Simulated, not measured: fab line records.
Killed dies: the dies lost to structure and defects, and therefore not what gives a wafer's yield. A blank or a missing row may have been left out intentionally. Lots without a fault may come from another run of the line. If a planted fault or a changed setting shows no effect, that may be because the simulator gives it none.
fab line records	flow sky130
[record] lots = 24	wafers = 72	last_day = 50
route steps=708 shown CAPM@538 METAL5@665 PASSIVATION@693
lots that met no fault: from a run of the same line without faults
start_h: hours from the record's opening day to when the first of the lot's shown wafers began	wait_h: time in hours since the lot's previous step	" the same as in the row above	L1.1+2: a single row standing in for several wafers	- no value present, or no start provided	* or withheld: withheld	< > ~ a bound
route shown NAME@n: a module of which the file shows steps, and the number in the route of the first	usual: mean/standard deviation taken from wafers without a fault	same: alike in all rows	chamber/n: place in a boat	sites: the reading at each site	_std_site: their standard deviation	_edge_site: outer sites' mean less inner sites'	radius_mm: how far each site lies from the wafer's centre	mask NAME#n: copy n	behind: the tool/chamber that last shaped the wafer	hold: why the lot was held/for how many hours/how that ended	device: the transistor (n, p or np) that didn't switch	end of line: tests run on the same wafers once the route is complete	where a step has no rows: the recipe by itself	killed: at the first sort, the dies lost to defects and structure; wafer yield is something else	map: dies across one wafer; x = killed, . = not, _ = none there
set.NAME: the setting the step ran with; set.NAME@STEP: the setting that earlier step ran with	model.NAME: the simulator's own value behind a step, which no gauge read
the route's steps for a sample of lots (tables are steps, rows are wafers)
services: when a tool's chamber went out of use (start_h, in hours from the record's first day, below 0 if earlier), for how many hours, and the reason
[[steps]]
[step SKY_CAPM_THK_MEAS_01]
[recipe] reads = SiO2_of_CAPM_CVD_00
[usual] CAPM_CVD_00_THK = 15.48/0.22
lot.wafer	tool	chamber	start_h	wait_h	CAPM_CVD_00_THK[nm]
L074.1	film_metro-02	-	846.67	-	15.20
L074.3	"	-	"	"	15.13
L074.4	"	-	"	"	15.47
L075.4	film_metro-02	-	848.21	-	15.42
L075.5	"	-	"	"	15.64
L075.6	"	-	"	"	15.32
L076.3	film_metro-03	-	868.14	-	15.59
L076.5	"	-	"	"	15.71
L076.6	"	-	"	"	15.64
L077.1	film_metro-01	-	870.26	-	15.37
L077.5	"	-	"	"	15.68
L077.6	"	-	"	"	15.60
L078.2	film_metro-02	-	891.10	-	15.20
L078.3	"	-	"	"	15.18
L078.5	"	-	"	"	15.34
L079.1	film_metro-02	-	893.69	-	15.32
L079.2	"	-	"	"	15.33
L079.6	"	-	"	"	15.81
L080.1	film_metro-02	-	897.39	-	15.50
L080.3	"	-	"	"	15.67
L080.4	"	-	"	"	15.82
L081.1	film_metro-03	-	903.11	-	15.55
L081.3	"	-	"	"	15.69
L081.4	"	-	"	"	15.50
L082.3	film_metro-01	-	914.46	-	15.25
L082.5	"	-	"	"	15.49
L082.6	"	-	"	"	15.57
L083.2	film_metro-01	-	927.27	-	15.15
L083.3	"	-	"	"	15.05
L083.4	"	-	"	"	15.25
L085.2	film_metro-01	-	934.69	-	15.16
L085.3	"	-	"	"	15.26
L085.4	"	-	"	"	15.44
L084.2	film_metro-02	-	934.99	-	15.22
L084.4	"	-	"	"	15.77
L084.5	"	-	"	"	15.33
L086.2	film_metro-02	-	936.10	-	15.33
L086.4	"	-	"	"	15.28
L086.5	"	-	"	"	15.54
L087.1	film_metro-02	-	952.06	-	15.42
L087.3	"	-	"	"	15.52
L087.5	"	-	"	"	15.95
L088.3	film_metro-03	-	958.42	-	15.46
L088.4	"	-	"	"	15.91
L088.5	"	-	"	"	15.63
L089.1	film_metro-01	-	964.54	-	15.28
L089.2	"	-	"	"	15.12
L089.4	"	-	"	"	15.21
L090.2	film_metro-03	-	971.19	-	15.43
L090.3	"	-	"	"	15.49
L090.6	"	-	"	"	15.31
L091.1	film_metro-03	-	977.76	-	15.53
L091.4	"	-	"	"	15.94
L091.5	"	-	"	"	15.49
L092.3	film_metro-01	-	982.75	-	15.22
L092.4	"	-	"	"	15.49
L092.5	"	-	"	"	15.51
L093.1	film_metro-03	-	985.25	-	15.47
L093.2	"	-	"	"	15.43
L093.5	"	-	"	"	15.95
L094.1	film_metro-02	-	989.01	-	15.64
L094.5	"	-	"	"	15.76
L094.6	"	-	"	"	15.80
L095.1	film_metro-02	-	992.41	-	15.51
L095.3	"	-	"	"	15.59
L095.4	"	-	"	"	15.65
L096.1	film_metro-01	-	1005.25	-	15.56
L096.2	"	-	"	"	15.39
L096.5	"	-	"	"	15.72
L097.2	film_metro-02	-	1018.80	-	15.48
L097.4	"	-	"	"	15.98
L097.6	"	-	"	"	15.57
[step SKY_CAPM_RS_MEAS_03]
[recipe] thk_meas_gauge = four-point-probe	reads = TiN_of_CAPM_SPUTTER_02
[usual] CAPM_TIN_RS = 6.85/0.074
lot.wafer	tool	chamber	start_h	wait_h	CAPM_TIN_RS[ohm/sq]
L074.1	film_metro-03	-	846.84	0.1	6.89
L074.3	"	-	"	"	6.85
L074.4	"	-	"	"	6.83
L075.4	film_metro-03	-	848.41	0.1	6.77
L075.5	"	-	"	"	6.81
L075.6	"	-	"	"	6.73
L076.3	film_metro-01	-	868.33	0.1	6.93
L076.5	"	-	"	"	6.98
L076.6	"	-	"	"	6.89
L077.1	film_metro-03	-	870.43	0.1	6.80
L077.5	"	-	"	"	6.74
L077.6	"	-	"	"	6.80
L078.2	film_metro-01	-	891.28	0.1	6.80
L078.3	"	-	"	"	6.77
L078.5	"	-	"	"	6.82
L079.1	film_metro-01	-	893.86	0.1	6.82
L079.2	"	-	"	"	6.81
L079.6	"	-	"	"	6.78
L080.1	film_metro-01	-	897.56	0.1	6.85
L080.3	"	-	"	"	6.88
L080.4	"	-	"	"	6.90
L081.1	film_metro-01	-	903.28	0.1	6.89
L081.3	"	-	"	"	6.82
L081.4	"	-	"	"	6.90
L082.3	film_metro-03	-	914.65	0.1	6.84
L082.5	"	-	"	"	6.88
L082.6	"	-	"	"	6.80
L083.2	film_metro-03	-	927.45	0.1	6.87
L083.3	"	-	"	"	6.89
L083.4	"	-	"	"	6.84
L085.2	film_metro-03	-	934.87	0.1	6.84
L085.3	"	-	"	"	6.87
L085.4	"	-	"	"	6.73
L084.2	film_metro-03	-	935.17	0.1	6.88
L084.4	"	-	"	"	6.75
L084.5	"	-	"	"	6.79
L086.2	film_metro-01	-	936.28	0.1	6.81
L086.4	"	-	"	"	6.84
L086.5	"	-	"	"	6.90
L087.1	film_metro-01	-	952.23	0.1	6.88
L087.3	"	-	"	"	6.80
L087.5	"	-	"	"	6.82
L088.3	film_metro-02	-	958.61	0.1	6.84
L088.4	"	-	"	"	6.82
L088.5	"	-	"	"	6.89
L089.1	film_metro-03	-	964.71	0.1	6.92
L089.2	"	-	"	"	6.95
L089.4	"	-	"	"	6.80
L090.2	film_metro-02	-	971.37	0.1	6.95
L090.3	"	-	"	"	6.84
L090.6	"	-	"	"	6.86
L091.1	film_metro-01	-	977.93	0.1	6.94
L091.4	"	-	"	"	6.80
L091.5	"	-	"	"	6.91
L092.3	film_metro-01	-	982.94	0.1	6.82
L092.4	"	-	"	"	6.89
L092.5	"	-	"	"	6.88
L093.1	film_metro-02	-	985.42	0.1	6.94
L093.2	"	-	"	"	6.80
L093.5	"	-	"	"	6.81
L094.1	film_metro-01	-	989.18	0.1	6.85
L094.5	"	-	"	"	6.81
L094.6	"	-	"	"	7.05
L095.1	film_metro-01	-	992.58	0.1	6.79
L095.3	"	-	"	"	6.78
L095.4	"	-	"	"	6.79
L096.1	film_metro-03	-	1005.41	0.1	7.02
L096.2	"	-	"	"	7.07
L096.5	"	-	"	"	6.98
L097.2	film_metro-01	-	1018.98	0.1	6.81
L097.4	"	-	"	"	6.88
L097.6	"	-	"	"	6.90
[step SKY_CAPM_THK_MEAS_04]
[recipe] thk_meas_gauge = xrf	reads = TiN_of_CAPM_SPUTTER_02
[usual] CAPM_TIN_THK = 201.3/2.5
lot.wafer	tool	chamber	start_h	wait_h	CAPM_TIN_THK[nm]
L074.1	film_metro-03	-	846.96	0.1	200.5
L074.3	"	-	"	"	201.6
L074.4	"	-	"	"	202.9
L075.4	film_metro-03	-	848.50	0.1	204.0
L075.5	"	-	"	"	203.6
L075.6	"	-	"	"	204.7
L076.3	film_metro-01	-	868.43	0.1	197.9
L076.5	"	-	"	"	196.2
L076.6	"	-	"	"	197.8
L077.1	film_metro-03	-	870.55	0.1	204.5
L077.5	"	-	"	"	205.7
L077.6	"	-	"	"	205.1
L078.2	film_metro-01	-	891.39	0.1	201.5
L078.3	"	-	"	"	202.7
L078.5	"	-	"	"	200.8
L079.1	film_metro-01	-	893.98	0.1	201.1
L079.2	"	-	"	"	201.4
L079.6	"	-	"	"	203.0
L080.1	film_metro-01	-	897.68	0.1	199.2
L080.3	"	-	"	"	199.5
L080.4	"	-	"	"	198.7
L081.1	film_metro-01	-	903.40	0.1	199.3
L081.3	"	-	"	"	200.9
L081.4	"	-	"	"	199.9
L082.3	film_metro-03	-	914.75	0.1	202.6
L082.5	"	-	"	"	202.1
L082.6	"	-	"	"	203.7
L083.2	film_metro-03	-	927.56	0.1	202.3
L083.3	"	-	"	"	201.7
L083.4	"	-	"	"	202.2
L085.2	film_metro-03	-	934.98	0.1	203.6
L085.3	"	-	"	"	203.3
L085.4	"	-	"	"	206.3
L084.2	film_metro-03	-	935.28	0.1	201.4
L084.4	"	-	"	"	205.3
L084.5	"	-	"	"	203.9
L086.2	film_metro-01	-	936.39	0.1	202.9
L086.4	"	-	"	"	202.5
L086.5	"	-	"	"	200.6
L087.1	film_metro-01	-	952.35	0.1	201.1
L087.3	"	-	"	"	203.1
L087.5	"	-	"	"	202.7
L088.3	film_metro-02	-	958.71	0.1	200.8
L088.4	"	-	"	"	202.4
L088.5	"	-	"	"	200.1
L089.1	film_metro-03	-	964.83	0.1	198.7
L089.2	"	-	"	"	197.6
L089.4	"	-	"	"	202.9
L090.2	film_metro-02	-	971.48	0.1	198.4
L090.3	"	-	"	"	200.4
L090.6	"	-	"	"	200.1
L091.1	film_metro-01	-	978.05	0.1	198.9
L091.4	"	-	"	"	201.5
L091.5	"	-	"	"	199.8
L092.3	film_metro-01	-	983.04	0.1	202.2
L092.4	"	-	"	"	200.2
L092.5	"	-	"	"	199.6
L093.1	film_metro-02	-	985.54	0.1	198.5
L093.2	"	-	"	"	202.4
L093.5	"	-	"	"	201.5
L094.1	film_metro-01	-	989.30	0.1	201.7
L094.5	"	-	"	"	202.3
L094.6	"	-	"	"	195.1
L095.1	film_metro-01	-	992.70	0.1	202.7
L095.3	"	-	"	"	202.9
L095.4	"	-	"	"	202.7
L096.1	film_metro-03	-	1005.53	0.1	197.8
L096.2	"	-	"	"	196.6
L096.5	"	-	"	"	199.4
L097.2	film_metro-01	-	1019.09	0.1	201.8
L097.4	"	-	"	"	199.3
L097.6	"	-	"	"	199.3
[step SKY_CAPM_STRIP_14]
[recipe] chemistry = O2/N2	power_w = 1400	pressure_mtorr = 1500	platen_temp_c = withheld	o2_flow_sccm = 3000	n2_flow_sccm = 300	overash_fraction = 0.5
[usual] drypump_motor_current_A = 5.9/0.34	oes_product_au = 0.710/0.0047	strip_time_to_endpoint_s = 12.67/0.047
lot.wafer	tool	chamber	start_h	wait_h	drypump_motor_current_A	oes_product_au	rf_hours_counter_h	strip_time_to_endpoint_s
L074.1	plasma_asher-03	0	873.33	0.1	5.8	0.708	78	12.69
L074.3	"	0	"	"	5.8	0.713	-	12.65
L074.4	"	1	"	"	5.5	0.699	-	12.70
L075.4	plasma_asher-04	1	874.61	0.1	6.2	0.708	-	12.72
L075.5	"	0	"	"	6.5	0.706	-	12.68
L075.6	"	1	"	"	6.2	0.712	-	12.64
L076.3	plasma_asher-04	1	893.93	0.1	6.2	0.712	-	12.67
L076.5	"	1	"	"	6.2	0.713	-	12.69
L076.6	"	0	"	"	6.5	0.725	-	12.67
L077.1	plasma_asher-04	1	896.08	0.1	6.2	0.709	46	12.63
L077.5	"	1	"	"	6.2	0.709	-	12.66
L077.6	"	0	"	"	6.4	0.716	-	12.66
L078.2	plasma_asher-02	1	916.60	0.1	5.8	0.710	105	12.58
L078.3	"	0	"	"	5.6	0.711	-	12.61
L078.5	"	1	"	"	5.8	0.708	-	12.61
L079.1	plasma_asher-02	1	918.30	0.1	5.7	0.705	106	12.77
L079.2	"	0	"	"	5.6	0.712	106	12.77
L079.6	"	1	"	"	5.8	0.723	-	12.70
L080.1	plasma_asher-03	1	922.25	0.1	5.5	0.714	82	12.56
L080.3	"	0	"	"	5.7	0.709	-	12.68
L080.4	"	1	"	"	5.4	0.708	-	12.55
L081.1	plasma_asher-02	0	927.43	0.1	5.6	0.705	107	12.64
L081.3	"	0	"	"	5.6	0.711	-	12.75
L081.4	"	1	"	"	5.8	0.708	-	12.65
L082.3	plasma_asher-02	0	938.96	0.1	5.6	0.708	-	12.68
L082.5	"	0	"	"	5.7	0.707	-	12.73
L082.6	"	1	"	"	5.8	0.715	-	12.68
L083.2	plasma_asher-02	0	951.98	0.1	5.6	0.705	110	12.69
L083.3	"	0	"	"	5.6	0.711	-	12.67
L083.4	"	1	"	"	5.8	0.707	-	12.69
L085.2	plasma_asher-03	1	959.40	0.1	5.4	0.716	85	12.74
L085.3	"	0	"	"	5.7	0.706	-	12.75
L085.4	"	1	"	"	5.5	0.710	-	12.76
L084.2	plasma_asher-02	0	959.54	0.1	5.6	0.708	111	12.58
L084.4	"	0	"	"	5.6	0.713	-	12.66
L084.5	"	1	"	"	5.8	0.708	-	12.70
L086.2	plasma_asher-04	0	960.49	0.1	6.4	0.712	51	12.57
L086.4	"	1	"	"	6.2	0.711	-	12.60
L086.5	"	0	"	"	6.5	0.715	-	12.58
L087.1	plasma_asher-04	0	975.86	0.1	6.5	0.713	53	12.70
L087.3	"	0	"	"	6.5	0.720	-	12.71
L087.5	"	0	"	"	6.5	0.720	-	12.68
L088.3	plasma_asher-04	0	982.03	0.1	6.5	0.713	-	12.67
L088.4	"	1	"	"	6.2	0.710	-	12.70
L088.5	"	0	"	"	6.5	0.709	-	12.68
L089.1	plasma_asher-03	0	988.35	0.1	5.8	0.712	88	12.63
L089.2	"	1	"	"	5.5	0.709	88	12.70
L089.4	"	0	"	"	5.7	0.705	-	12.63
L090.2	plasma_asher-02	0	995.13	0.1	5.6	0.709	115	12.66
L090.3	"	0	"	"	5.7	0.717	-	12.67
L090.6	"	1	"	"	5.8	0.720	-	12.73
L091.1	plasma_asher-03	1	1000.94	0.1	5.4	0.714	89	12.63
L091.4	"	1	"	"	5.5	0.703	-	12.65
L091.5	"	0	"	"	5.8	0.707	-	12.67
L092.3	plasma_asher-03	0	1006.48	0.1	5.7	0.703	-	12.66
L092.4	"	1	"	"	5.5	0.706	-	12.69
L092.5	"	0	"	"	5.7	0.707	-	12.65
L093.1	plasma_asher-04	0	1007.84	0.1	6.5	0.705	56	12.63
L093.2	"	1	"	"	6.2	0.703	56	12.68
L093.5	"	0	"	"	6.4	0.713	-	12.60
L094.1	plasma_asher-02	0	1012.15	0.1	5.6	0.705	117	12.63
L094.5	"	0	"	"	5.6	0.712	-	12.66
L094.6	"	1	"	"	5.8	0.710	-	12.71
L095.1	plasma_asher-02	1	1015.54	0.1	5.8	0.711	117	12.69
L095.3	"	0	"	"	5.6	0.710	-	12.63
L095.4	"	1	"	"	5.8	0.714	-	12.74
L096.1	plasma_asher-03	1	1028.34	0.1	5.5	0.707	92	12.68
L096.2	"	0	"	"	5.8	0.705	92	12.69
L096.5	"	1	"	"	5.5	0.711	-	12.67
L097.2	plasma_asher-04	1	1040.89	0.1	6.2	0.707	60	12.69
L097.4	"	0	"	"	6.4	0.709	-	12.75
L097.6	"	0	"	"	6.4	0.712	-	12.70
[step SKY_METAL5_SPUTTER_04]
[recipe] material = TiN	target_thk_nm = 70	power_w = 6500	time_s = 58.3	chamber_pressure_pa = 0.3919
[usual] throttle_valve_pct = 30.2/1.2
lot.wafer	tool	chamber	start_h	wait_h	throttle_valve_pct
L074.1	pvd_sputter-04	-	1002.98	0.0	29.1
L074.3	"	-	"	"	29.7
L074.4	"	-	"	"	30.6
L075.4	pvd_sputter-01	-	1003.36	0.0	31.3
L075.5	"	-	"	"	32.5
L075.6	"	-	"	"	28.7
L076.3	pvd_sputter-04	-	1020.85	0.0	28.8
L076.5	"	-	"	"	29.6
L076.6	"	-	"	"	28.8
L077.1	pvd_sputter-02	-	1023.22	0.0	31.3
L077.5	"	-	"	"	30.1
L077.6	"	-	"	"	31.2
L078.2	pvd_sputter-02	-	1041.34	0.0	28.7
L078.3	"	-	"	"	31.5
L078.5	"	-	"	"	30.0
L079.1	pvd_sputter-02	-	1042.87	0.0	29.8
L079.2	"	-	"	"	31.2
L079.6	"	-	"	"	28.7
L080.1	pvd_sputter-04	-	1047.85	0.0	29.1
L080.3	"	-	"	"	29.6
L080.4	"	-	"	"	30.2
L081.1	pvd_sputter-04	-	1052.17	0.0	28.7
L081.3	"	-	"	"	29.7
L081.4	"	-	"	"	30.4
L082.3	pvd_sputter-01	-	1061.00	0.0	31.4
L082.5	"	-	"	"	31.6
L082.6	"	-	"	"	30.0
L083.2	pvd_sputter-02	-	1074.20	0.0	29.9
L083.3	"	-	"	"	31.5
L083.4	"	-	"	"	28.6
L085.2	pvd_sputter-04	-	1079.55	0.0	30.6
L085.3	"	-	"	"	29.1
L085.4	"	-	"	"	29.8
L084.2	pvd_sputter-02	-	1080.36	0.0	30.1
L084.4	"	-	"	"	31.1
L084.5	"	-	"	"	28.8
L086.2	pvd_sputter-01	-	1080.76	0.0	31.5
L086.4	"	-	"	"	32.9
L086.5	"	-	"	"	28.8
L087.1	pvd_sputter-02	-	1092.97	0.0	31.3
L087.3	"	-	"	"	28.7
L087.5	"	-	"	"	31.6
L088.3	pvd_sputter-01	-	1099.46	0.0	30.2
L088.4	"	-	"	"	32.4
L088.5	"	-	"	"	32.5
L089.1	pvd_sputter-01	-	1105.59	0.0	31.3
L089.2	"	-	"	"	28.6
L089.4	"	-	"	"	30.0
L090.2	pvd_sputter-04	-	1110.19	0.0	30.5
L090.3	"	-	"	"	29.6
L090.6	"	-	"	"	29.2
L091.1	pvd_sputter-02	-	1115.00	0.0	28.7
L091.4	"	-	"	"	31.6
L091.5	"	-	"	"	28.5
L092.3	pvd_sputter-02	-	1120.83	0.0	30.1
L092.4	"	-	"	"	28.7
L092.5	"	-	"	"	28.7
L093.1	pvd_sputter-02	-	1122.85	0.0	30.0
L093.2	"	-	"	"	31.4
L093.5	"	-	"	"	30.1
L094.1	pvd_sputter-02	-	1125.39	0.0	28.7
L094.5	"	-	"	"	30.1
L094.6	"	-	"	"	28.8
L095.1	pvd_sputter-01	-	1128.46	0.0	31.3
L095.3	"	-	"	"	28.6
L095.4	"	-	"	"	32.8
L096.1	pvd_sputter-04	-	1138.18	0.0	29.3
L096.2	"	-	"	"	29.5
L096.5	"	-	"	"	30.4
L097.2	pvd_sputter-01	-	1149.75	0.0	32.6
L097.4	"	-	"	"	28.5
L097.6	"	-	"	"	30.1
[step SKY_PASSIVATION_STRIP_12]
[recipe] chemistry = O2/N2	power_w = 1400	pressure_mtorr = 1500	platen_temp_c = withheld	overash_fraction = 0.7	o2_flow_sccm = 3000	n2_flow_sccm = 300
[usual] drypump_motor_current_A = 5.6/0.39	oes_product_au = 0.661/0.0043	strip_time_to_endpoint_s = 31.58/0.11
lot.wafer	tool	chamber	start_h	wait_h	drypump_motor_current_A	oes_product_au	rf_hours_counter_h	strip_time_to_endpoint_s
L074.1	plasma_asher-02	0	1049.71	0.1	5.6	0.669	118	31.53
L074.3	"	1	"	"	5.7	0.657	-	31.32
L074.4	"	0	"	"	5.6	0.665	-	31.54
L075.4	plasma_asher-03	1	1050.09	0.1	5.5	0.656	-	31.64
L075.5	"	0	"	"	5.8	0.665	-	31.66
L075.6	"	1	"	"	5.5	0.664	-	31.71
L076.3	plasma_asher-03	1	1065.54	0.1	5.5	0.657	-	31.61
L076.5	"	0	"	"	5.7	0.658	-	31.52
L076.6	"	1	"	"	5.5	0.655	-	31.49
L077.1	plasma_asher-02	0	1067.79	0.1	5.6	0.663	0	31.39
L077.5	"	1	"	"	5.8	0.665	-	31.57
L077.6	"	0	"	"	5.6	0.658	-	31.51
L078.2	plasma_asher-02	0	1084.74	0.1	5.6	0.662	2	31.60
L078.3	"	0	"	"	5.6	0.669	-	31.68
L078.5	"	0	"	"	5.6	0.662	-	31.60
L079.1	plasma_asher-02	1	1086.31	0.1	5.8	0.651	2	31.56
L079.2	"	0	"	"	5.6	0.662	2	31.41
L079.6	"	1	"	"	5.8	0.670	-	31.41
L080.1	plasma_asher-03	0	1091.26	0.1	5.7	0.658	99	31.62
L080.3	"	0	"	"	5.8	0.660	-	31.67
L080.4	"	1	"	"	5.5	0.661	-	31.57
L081.1	plasma_asher-01	0	1094.69	0.1	4.8	0.661	36	31.53
L081.3	"	0	"	"	4.8	0.666	-	31.46
L081.4	"	1	"	"	6.3	0.665	-	31.55
L082.3	plasma_asher-01	0	1102.64	0.1	4.8	0.659	-	31.49
L082.5	"	0	"	"	4.8	0.657	-	31.46
L082.6	"	1	"	"	6.2	0.660	-	31.53
L083.2	plasma_asher-01	1	1115.91	0.1	6.2	0.661	38	31.36
L083.3	"	1	"	"	6.2	0.666	-	31.50
L083.4	"	0	"	"	4.8	0.660	-	31.37
L085.2	plasma_asher-02	1	1120.71	0.1	5.7	0.659	5	31.58
L085.3	"	1	"	"	5.8	0.664	-	31.60
L085.4	"	0	"	"	5.7	0.665	-	31.47
L084.2	plasma_asher-02	0	1122.49	0.1	5.6	0.655	6	31.58
L084.4	"	1	"	"	5.8	0.668	-	31.56
L084.5	"	0	"	"	5.6	0.661	-	31.45
L086.2	plasma_asher-02	0	1122.90	0.1	5.6	0.661	6	31.63
L086.4	"	1	"	"	5.8	0.658	-	31.71
L086.5	"	0	"	"	5.6	0.669	-	31.55
L087.1	plasma_asher-03	1	1133.49	0.1	5.5	0.661	102	31.64
L087.3	"	1	"	"	5.5	0.659	-	31.60
L087.5	"	0	"	"	5.8	0.656	-	31.62
L088.3	plasma_asher-03	1	1139.33	0.1	5.5	0.657	-	31.56
L088.4	"	0	"	"	5.7	0.660	-	31.59
L088.5	"	0	"	"	5.7	0.658	-	31.69
L089.1	plasma_asher-01	1	1145.11	0.1	6.2	0.662	41	31.41
L089.2	"	0	"	"	4.8	0.661	41	31.71
L089.4	"	1	"	"	6.2	0.662	-	31.66
L090.2	plasma_asher-03	1	1150.44	0.1	5.5	0.669	104	31.68
L090.3	"	0	"	"	5.8	0.672	-	31.69
L090.6	"	1	"	"	5.4	0.661	-	31.65
L091.1	plasma_asher-02	1	1153.34	0.1	5.8	0.656	8	31.45
L091.4	"	1	"	"	5.8	0.659	-	31.64
L091.5	"	1	"	"	5.8	0.660	-	31.56
L092.3	plasma_asher-02	1	1158.78	0.1	5.8	0.655	-	31.40
L092.4	"	0	"	"	5.6	0.655	-	31.52
L092.5	"	1	"	"	5.8	0.658	-	31.47
L093.1	plasma_asher-01	1	1161.06	0.1	6.2	0.657	42	31.70
L093.2	"	0	"	"	4.8	0.663	42	31.63
L093.5	"	0	"	"	4.8	0.660	-	31.58
L094.1	plasma_asher-03	1	1163.74	0.1	5.5	0.661	106	31.60
L094.5	"	0	"	"	5.7	0.664	-	31.76
L094.6	"	1	"	"	5.5	0.665	-	31.75
L095.1	plasma_asher-01	1	1166.24	0.1	6.2	0.660	43	31.74
L095.3	"	0	"	"	4.8	0.662	-	31.69
L095.4	"	1	"	"	6.2	0.663	-	31.50
L096.1	plasma_asher-02	1	1174.51	0.1	5.8	0.658	10	31.73
L096.2	"	0	"	"	5.6	0.661	10	31.67
L096.5	"	1	"	"	5.8	0.656	-	31.59
L097.2	plasma_asher-03	1	1185.06	0.1	5.5	0.659	108	31.68
L097.4	"	1	"	"	5.5	0.654	-	31.70
L097.6	"	0	"	"	5.7	0.658	-	31.63
[[services]]
tool	chamber	start_h	hours	kind
plasma_asher-02	-	872.48	3.7	repair
pvd_sputter-02	0	912.47	-	consumable_replace:kit
plasma_asher-02	-	912.93	1.5	repair
pvd_sputter-02	-	914.11	4.6	repair
plasma_asher-03	-	917.47	2.8	pm
plasma_asher-03	-	925.61	3.3	repair
plasma_asher-04	-	928.03	14.6	pm
plasma_asher-03	-	942.18	14.6	pm
plasma_asher-01	-	963.90	14.4	repair
pvd_sputter-04	-	966.98	1.2	repair
plasma_asher-02	-	1030.45	17.8	repair
pvd_sputter-01	-	1044.31	0.9	repair
plasma_asher-02	-	1055.25	9.0	pm
plasma_asher-02	0	1055.25	9.0	vent_cycle
plasma_asher-02	1	1055.25	9.0	vent_cycle
plasma_asher-02	0	1064.25	-	clean
plasma_asher-02	1	1064.25	-	clean
plasma_asher-03	-	1109.14	3.1	repair
plasma_asher-02	-	1111.89	0.3	repair
pvd_sputter-02	-	1130.96	3.2	repair
plasma_asher-02	-	1138.30	6.1	repair
plasma_asher-04	-	1156.23	3.4	repair
plasma_asher-04	-	1173.52	3.9	repair
pvd_sputter-01	-	1181.12	10.6	repair
[[key]]
fault none
